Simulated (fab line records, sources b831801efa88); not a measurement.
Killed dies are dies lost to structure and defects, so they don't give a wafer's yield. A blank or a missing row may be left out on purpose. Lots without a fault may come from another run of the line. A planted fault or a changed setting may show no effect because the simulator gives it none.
Problem report in the 8D (eight disciplines) form, filled by code | flow sky130 | the parts of the form that need people (team, actions taken, sign-off) are left out

1. THE PROBLEM
heater_power_total_W at SKY_CAPM_SOFTBAKE_08 reads a mean of 55.09 W on 6 wafers of 2 lots; wafers without a fault read 56.60 W with a standard deviation of 0.046. That is -33 standard deviations from the usual mean.
The step: time 60 s.
First seen on wafer L620.1, day 41 06:41, on litho_track-04. The record holds 36 wafers of 12 lots with a number at this step. Rule for "out", or "out of limits": more than 4 standard deviations from the usual mean. The other wafers with a number count as sound.

2. WHAT IT IS AND WHAT IT IS NOT
question                    | is                                 | is not
which readings at this step | heater_power_total_W, plate_temp_C | -
which lots                  | L620, L621                         | L606, L607, L609, L610, L611, L613, L614, L615, L622, L625
which wafers of those lots  | all that have a number             | -
read on which tools         | litho_track-04                     | litho_track-01, litho_track-02
when                        | from day 41 06:41                  | up to then (24 sound wafers); but 6 sound wafers of L622, L625 came after

3. SUSPECTS, AND WHAT RULES EACH OUT
Counting: a tool at a process step up to the reading stays a suspect if it ran every lot that is out and no sound lot after the first of them.
- litho_track-04 at SKY_CAPM_SOFTBAKE_08 (time 60 s): kept. It ran every lot that is out, first L620 (day 41 06:41), and no sound lot after that; its last sound lot up to then is L613 (day 38 18:22). Its own readings are out on those wafers: heater_power_total_W, plate_temp_C.
Left after counting: litho_track-04 at SKY_CAPM_SOFTBAKE_08.

4. THE CAUSE (what the simulator had put in)
Process parameter drift: litho_track-04, from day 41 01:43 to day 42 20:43, at SKY_CAPM_SOFTBAKE_08. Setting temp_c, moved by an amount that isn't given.
Counting left only this tool.

5. THE CHAIN OF EFFECTS, in route order
Each row: a reading whose mean over the struck wafers that have a number lies more than 3 standard deviations from the usual. Only readings for which the record gives a usual standard deviation are gone through. hours: the time from each lot's start at the first step in this table that gives one to its start at this step, as a median over the lots. sigmas: the change in usual standard deviations.
hours | step                 | reading              | usual   | on struck wafers | change | sigmas
0     | SKY_CAPM_SOFTBAKE_08 | heater_power_total_W | 56.60 W | 55.09            | -1.51  | -33
0     | SKY_CAPM_SOFTBAKE_08 | plate_temp_C         | 90.01 C | 88.36            | -1.65  | -13
The process steps in it:
- SKY_CAPM_SOFTBAKE_08: time 60 s.

6. WHAT WOULD HAVE CAUGHT IT SOONER
In this record the first reading out of limits was taken at day 41 06:41, 5 hours after the fault began at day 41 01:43.
